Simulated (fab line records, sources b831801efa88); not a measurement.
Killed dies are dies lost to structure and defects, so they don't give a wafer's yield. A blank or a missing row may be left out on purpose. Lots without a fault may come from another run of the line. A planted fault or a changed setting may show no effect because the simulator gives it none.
Which tool did it? | flow gf180mcu | 13 lots, 39 wafers sampled, at 5 steps of a route of 602

WHAT THE GAUGES READ, wafer by wafer
GF_MVPSD_TW_MEAS_11.
lot  | measured     | on            | MVPSD_TW
L643 | day 5 07:48  | film_metro-04 | 554 560 555
L644 | day 5 12:50  | film_metro-02 | 547 548 547
L645 | day 5 16:53  | film_metro-01 | 547 546 544
L646 | day 6 00:13  | film_metro-04 | 557 554 557
L647 | day 6 07:19  | film_metro-01 | 546 546 547
L649 | day 6 17:46  | film_metro-01 | 548 548 546
L652 | day 7 10:28  | film_metro-04 | 556 556 555
L655 | day 8 04:14  | film_metro-04 | 366 367 367
L656 | day 8 12:53  | film_metro-04 | 368 365 368
L657 | day 8 22:22  | film_metro-02 | 364 365 365
L663 | day 10 09:13 | film_metro-02 | 546 551 541
L664 | day 10 14:28 | film_metro-04 | 554 552 554
L665 | day 10 20:08 | film_metro-04 | 550 550 552

GF_VT_IMPLANT_RS_MEAS_49: measures by four-point-probe.
lot  | measured     | on            | MVPSD_RS (ohm/sq)
L643 | day 7 20:44  | film_metro-02 | 1176 1172 1173
L644 | day 8 02:40  | film_metro-02 | 1173 1170 1171
L645 | day 8 06:52  | film_metro-04 | 1171 1171 1171
L646 | day 8 16:13  | film_metro-04 | 1168 1167 1168
L647 | day 8 23:47  | film_metro-01 | 1168 1169 1168
L649 | day 9 10:58  | film_metro-02 | 1170 1173 1172
L652 | day 10 05:41 | film_metro-02 | 1173 1174 1172
L655 | day 11 01:44 | film_metro-04 | 2881 2888 2860
L656 | day 11 12:16 | film_metro-04 | 2862 2894 2860
L657 | day 11 23:41 | film_metro-04 | 2870 2857 2855
L663 | day 13 13:20 | film_metro-02 | 1168 1172 1171
L664 | day 13 20:04 | film_metro-04 | 1173 1176 1173
L665 | day 14 02:52 | film_metro-04 | 1171 1175 1172

GF_POLY_GATE_OVL_MEAS_11.
lot  | measured     | on         | POLY_GATE_OVL (nm)
L643 | day 9 11:39  | overlay-02 | -1 0 4
L644 | day 9 20:58  | overlay-01 | 9 1 8
L645 | day 9 22:16  | overlay-01 | 6 0 2
L646 | day 10 07:47 | overlay-01 | -2 3 -1
L647 | day 10 17:40 | overlay-01 | 0 -1 -1
L649 | day 11 04:49 | overlay-01 | 3 5 11
L652 | day 12 02:35 | overlay-01 | -1 2 5
L655 | day 12 22:38 | overlay-01 | -3 5 -1
L656 | day 13 11:21 | overlay-02 | 2 11 8
L657 | day 13 23:23 | overlay-01 | 3 3 6
L663 | day 15 12:38 | overlay-01 | 5 2 -4
L664 | day 15 21:50 | overlay-01 | -1 5 0
L665 | day 16 02:07 | overlay-01 | -3 -10 0

GF_CONTACT_THK_MEAS_01.
lot  | measured     | on            | CONTACT_CVD_00_THK (nm)
L643 | day 15 10:22 | film_metro-01 | 298.8 302.4 300.9
L644 | day 15 21:16 | film_metro-02 | 300.7 302.1 300.6
L645 | day 15 23:27 | film_metro-02 | 295.7 297.9 294.6
L646 | day 16 09:50 | film_metro-02 | 306.6 304.4 308.3
L647 | day 17 00:04 | film_metro-02 | 296.5 292.3 300.0
L649 | day 17 13:31 | film_metro-01 | 305.1 304.7 303.1
L652 | day 18 18:08 | film_metro-02 | 298.2 297.7 300.5
L655 | day 19 22:38 | film_metro-04 | 301.2 300.9 298.7
L656 | day 20 07:51 | film_metro-04 | 300.4 303.6 298.3
L657 | day 21 00:28 | film_metro-01 | 302.9 297.5 300.2
L663 | day 22 17:32 | film_metro-04 | 300.1 304.2 303.9
L664 | day 23 04:41 | film_metro-02 | 299.8 300.1 304.2
L665 | day 23 08:04 | film_metro-02 | 302.0 301.5 301.8

WHICH TOOL RAN EACH LOT (tool, then ch and the chambers of the sampled wafers, then the start)
lot  | GF_MVPSD_IMPLANT_08
L643 | implanter-01 ch 0, day 5 07:25
L644 | implanter-03 ch 0, day 5 12:29
L645 | implanter-02 ch 0, day 5 16:31
L646 | implanter-02 ch 0, day 5 23:49
L647 | implanter-01 ch 0, day 6 06:55
L649 | implanter-02 ch 0, day 6 17:22
L652 | implanter-01 ch 0, day 7 10:04
L655 | implanter-02 ch 0, day 8 03:50
L656 | implanter-02 ch 0, day 8 12:31
L657 | implanter-02 ch 0, day 8 21:59
L663 | implanter-03 ch 0, day 10 08:49
L664 | implanter-01 ch 0, day 10 14:05
L665 | implanter-01 ch 0, day 10 19:44
- GF_MVPSD_IMPLANT_08

WHAT THE TOOLS THEMSELVES READ (means of the sampled wafers that have a number; where no wafer has one, the mark that the record gives instead)
GF_MVPSD_IMPLANT_08.
lot  | tool         | dose_ions_cm2 | faraday_current_uA
L643 | implanter-01 | 1.4994e+13    | 84.9
L644 | implanter-03 | 1.5031e+13    | 85.0
L645 | implanter-02 | 1.4998e+13    | 83.6
L646 | implanter-02 | 1.5002e+13    | 84.7
L647 | implanter-01 | 1.4980e+13    | 85.8
L649 | implanter-02 | 1.4995e+13    | 84.6
L652 | implanter-01 | 1.4993e+13    | 86.7
L655 | implanter-02 | 1.6733e+12    | 9.4
L656 | implanter-02 | 1.6693e+12    | 9.4
L657 | implanter-02 | 1.6773e+12    | 9.4
L663 | implanter-03 | 1.4996e+13    | 84.9
L664 | implanter-01 | 1.4981e+13    | 84.2
L665 | implanter-01 | 1.4981e+13    | 84.6

THE ANSWER, worked out from the rows above alone
Rule: what is usual is taken from the lots themselves. Put in order of their means at a reading, lots are off if they are a third of the lots or fewer, leave a main group of 4 or more, and stand apart from it by a gap of 3 or more times the standard deviation of the main group's means; of several such gaps the widest counts. A main group whose means are all the same, to the digits that the tables above print for the reading, isn't used. A lot without any number at a reading at which 4 lots or more have one is off too. The other lots that the step has rows for count as sound. The gauges are gone through in route order, then the tools' own readings, and for those a lot's mean is taken as printed above. The first step at which some lot is off is used, and at that step the reading that is off furthest; a lot without a number counts as furthest.
Off: L655, L656, L657, at GF_MVPSD_TW_MEAS_11 (MVPSD_TW). The main group: mean 550, standard deviation 4.2.
A tool fits if, at a process step before that reading, it ran every lot that is off, and no sound lot after the first of them. The gauges at GF_MVPSD_TW_MEAS_11 aren't tried: what is off there is off at GF_MVPSD_IMPLANT_08 too, on other tools, and a gauge's error can't cause that. One fits: implanter-02 at GF_MVPSD_IMPLANT_08. Its last sound lot is L649 (day 6 17:22), its first lot that is off L655 (day 8 03:50): a fault that began between those two fits.
The tool's own readings at GF_MVPSD_IMPLANT_08 bear it out: on the lots that are off they differ by more than 5 times the standard deviation of the sound lots' means. dose_ions_cm2 reads 1.6733e+12 there against 1.4995e+13 on the sound lots; faraday_current_uA reads 9.4 there against 84.9 on the sound lots.

WHAT THE SIMULATOR HAD PUT IN
Process parameter drift: implanter-02, from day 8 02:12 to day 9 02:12, at GF_MVPSD_IMPLANT_08. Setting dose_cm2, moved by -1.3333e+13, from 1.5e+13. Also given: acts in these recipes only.
Lots struck among those shown: L655, L656, L657. The rule above found the same.
